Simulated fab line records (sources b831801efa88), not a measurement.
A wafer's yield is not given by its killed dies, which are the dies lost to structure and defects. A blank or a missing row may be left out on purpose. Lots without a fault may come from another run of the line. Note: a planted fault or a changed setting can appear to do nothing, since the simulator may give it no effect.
Comparing a struck lot with a sound one    flow sky130    18 out of 708 route steps
Sound: the wafers L707.2, L707.3, L707.5. Struck: wafer L715.4 (left out: L715.1, L715.5 of the same lot, which were not struck); the cause appears at the end.
At each step with rows: each side's tool, then ch and its chambers, then its first start. Under that, the readings that differ: sound wafers    struck wafers    difference of the means    sigmas: that difference in standard deviations of wafers without a fault.
alike: readings whose means differ by less than 2 such deviations, and words and numbers that are the same on both sides. not compared: withheld readings, readings that some wafer has no value for, bounds like >300 that may hide the same value, and numbers for which the record gives no deviation and whose values overlap.
The two part at a step that has a row with sigmas, a row that says differs or no value, or rows on one side only. Numbers that don't overlap but have no deviation are shown without sigmas and don't part them. Lack of a reading on every wafer of one side parts them only where that side has two or more wafers.

first, 3 steps without rows for these wafers: SKY_LI_CONTACT_EXPOSE_09 (exposes mask LICM1, target cd 170 nm); SKY_LI_CONTACT_PEB_10; SKY_LI_CONTACT_DEVELOP_11 (develop time 60 s).
SKY_LI_CONTACT_CD_MEAS_12: target cd 170 nm.
  sound on cd-sem-01, day 31 13:26; struck on cd-sem-01, day 34 08:38
  alike: cd-nm
SKY_LI_CONTACT_OVL_MEAS_13:
  sound on overlay-02, day 31 13:32; struck on overlay-02, day 34 08:46
  alike: LI_CONTACT_OVL
then, 1 step without rows for these wafers: SKY_LI_CONTACT_ETCH_14 (etches BARC in N2/H2, stops on SiO2, time 45.9 s, target depth 60 nm).
SKY_LI_CONTACT_ETCH_15: etches PSG in C4F8/O2/Ar, stops on Si, target depth 600 nm.
  sound on rie-diel-02 ch 0,2,3, day 31 13:36; struck on rie-diel-02 ch 1, day 34 08:52
  alike: oes-product-au
SKY_LI_CONTACT_STRIP_16: strips in O2/N2.
  sound on plasma-asher-02 ch 0,1, day 31 13:41; struck on plasma-asher-04 ch 0, day 34 08:59
reading                      sound        struck  difference  sigmas
drypump-motor-current-A (A)  6.7 5.7 6.7  5.0     -1.4        -3
  alike: o2-flow-sccm, oes-product-au, strip-time-to-endpoint-s
  not compared: rf-hours-counter-h
then, 2 steps without rows for these wafers: SKY_LI_CONTACT_CLEAN_17 (cleans in NMP, time 600 s); SKY_LI_CONTACT_PRE_CLEAN_18 (time 5.6 s).
SKY_LI_CONTACT_SPUTTER_19: material Ti, target thk 20 nm, time 106.37 s.
  sound on pvd-sputter-02, day 31 13:59; struck on pvd-sputter-01, day 34 09:17
  alike: throttle-valve-pct
SKY_LI_CONTACT_SPUTTER_20: material TiN, target thk 20 nm, time 80 s.
  sound on pvd-sputter-02, day 31 14:04; struck on pvd-sputter-01, day 34 09:22
  alike: throttle-valve-pct
SKY_LI_CONTACT_CVD_21: deposits W, target thk 400 nm, time 120.56 s.
  sound on cvd-w-02 ch 0,1, day 31 14:07; struck on cvd-w-02 ch 1, day 34 09:25
reading                                   sound              struck  difference  sigmas
model.W_of_LI_CONTACT_CVD_21.thk-nm (nm)  408.2 401.6 409.6  588.6   +182.1      
  alike: heater-power-w
SKY_LI_CONTACT_RS_MEAS_22: uses a four-point probe to measure.
  sound on film-metro-01, day 31 14:16; struck on film-metro-01, day 34 09:33
reading                   sound              struck  difference  sigmas
LI_CONTACT_W_RS (ohm/sq)  0.278 0.283 0.278  0.193   -0.087      -22
SKY_LI_CONTACT_THK_MEAS_23: measures by xrf.
  sound on film-metro-01, day 31 14:23; struck on film-metro-01, day 34 09:40
  not compared: LI_CONTACT_W_THK
SKY_LI_CONTACT_CMP_24: polishes, stops on PSG, t overpolish 20 s, target thk 0 nm.
  sound on cmp-02 ch 0,1,2, day 31 14:32; struck on cmp-01 ch 1, day 34 09:50
reading                 sound         struck  difference  sigmas
motor-current-A (A)     9.8 10.7 9.3  12.6    +2.7        +2
time-to-endpoint-s (s)  94 95 93      136     +42         +11
SKY_LOCAL_INTERCONNECT_SPUTTER_00: material TiN, target thk 100 nm, time 83.3 s.
  sound on pvd-sputter-03, day 31 14:44; struck on pvd-sputter-03, day 34 10:02
  alike: throttle-valve-pct
-- the record jumps here: 15 days lie between the struck wafers' starts before and after (it left off in module LOCAL_INTERCONNECT and takes up again in module PAD_OPEN, whose first step shown is number 708 of the route) --
SKY_PAD_OPEN_PROBE_99:
  sound on prober-01, day 47 11:50; struck on prober-02, day 49 14:02
  alike: killed_at_M0_to_M3, killed_at_M4_up, killed-at-contacts, killed-at-front-end, killed-at-other, killed-dies, killed-open, killed-short

## WHERE THEY PART
Earliest at SKY_LI_CONTACT_STRIP_16; latest, in this record, at SKY_LI_CONTACT_CMP_24. Later steps at which nothing parts them and some readings are alike: SKY_LOCAL_INTERCONNECT_SPUTTER_00, SKY_PAD_OPEN_PROBE_99.

WHY: what had been put in by the simulator
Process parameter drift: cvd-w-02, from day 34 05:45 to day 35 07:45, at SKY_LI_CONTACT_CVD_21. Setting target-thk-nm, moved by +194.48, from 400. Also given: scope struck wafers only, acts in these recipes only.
